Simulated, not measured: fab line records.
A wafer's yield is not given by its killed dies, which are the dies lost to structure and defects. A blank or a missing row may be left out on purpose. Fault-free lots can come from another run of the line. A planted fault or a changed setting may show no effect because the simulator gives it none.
Struck lot and sound lot, side by side || flow sky130 || 15 steps out of a route of 708
Sound: the wafers L302.3, L302.5, L302.6. Wafers struck: L298.2, L298.3, L298.6. Last of all comes the cause.
Each step with rows lists, per side, the tool, then ch with its chambers, then its first start. Under that, the readings that differ: sound wafers || struck wafers || difference of the means || sigmas: that difference in standard deviations of wafers without a fault.
alike: same words and numbers on both sides, and readings whose means sit less than 2 such deviations apart. not compared: any withheld reading, any reading some wafer has no value for, any bound like >300 that may hide the same value, and any number with overlapping values for which the record gives no deviation.
A row with sigmas, a row that says differs or no value, or rows on one side alone: a step with any of these is where the two part. Numbers that have no deviation but don't overlap get no sigmas and don't part them. A reading that every wafer of one side lacks parts them only if that side has two wafers or more.

first, 2 steps without rows for these wafers: SKY_NWELL_PEB_08; SKY_NWELL_DEVELOP_09 (develop time 60 s).
SKY_NWELL_OVL_MEAS_10:
  sound on overlay-02, day 8 17:33; struck on overlay-02, day 7 15:35
  alike: NWELL_00_OVL
then, 3 steps without rows for these wafers: SKY_NWELL_IMPLANT_11; SKY_NWELL_IMPLANT_12; SKY_NWELL_IMPLANT_13.
SKY_NWELL_STRIP_14: strips in O2/N2.
  sound on plasma-asher-02 ch 0,1, day 8 18:03; struck on plasma-asher-03 ch 0,1, day 7 16:04
{"reading": "drypump-motor-current-A (A)", "sound": "5.2 5.2 6.0", "struck": "6.7 6.7 6.7", "difference": "+1.2", "sigmas": "+2"}
  alike: oes-product-au, strip-time-to-endpoint-s
  not compared: rf-hours-counter-h
SKY_NWELL_TW_MEAS_15:
  sound on film-metro-02, day 8 18:08; struck on film-metro-04, day 7 16:10
{"reading": "NWELL_TW", "sound": "1803 1797 1796", "struck": "1841 1845 1836", "difference": "+42", "sigmas": "+2"}
then, 4 steps without rows for these wafers: SKY_NWELL_DEHYDRATE_16 (time 60 s); SKY_NWELL_HMDS_17 (prime time 60 s); SKY_NWELL_COAT_18 (resist thk 3000 nm); SKY_NWELL_SOFTBAKE_19.
SKY_NWELL_EXPOSE_20: exposes mask NWM COMPLEMENT, target cd 840 nm.
  sound on iline-stepper-02 ch 0, day 9 04:25; struck on iline-stepper-01 ch 0, day 8 02:34
{"reading": "exposure-dose-mJ-cm2", "sound": "260.02 259.92 260.55", "struck": "251.08 250.85 251.16", "difference": -9.13, "sigmas": -37}
  alike: mask
then, 1 step without rows for these wafers: SKY_NWELL_PEB_21.
-- the record jumps here: 40 days lie between the struck wafers' starts before and after (it left off in module NWELL and takes up again in module PAD_OPEN, whose first step shown is number 708 of the route) --
SKY_PAD_OPEN_PROBE_99:
  rows exist in the record for the struck wafers here (prober-01, day 48 11:49), but not for the sound ones

== WHERE THEY PART ==
At SKY_NWELL_STRIP_14 first; at SKY_PAD_OPEN_PROBE_99 last (within this record only).

WHY: whatever the simulator had introduced
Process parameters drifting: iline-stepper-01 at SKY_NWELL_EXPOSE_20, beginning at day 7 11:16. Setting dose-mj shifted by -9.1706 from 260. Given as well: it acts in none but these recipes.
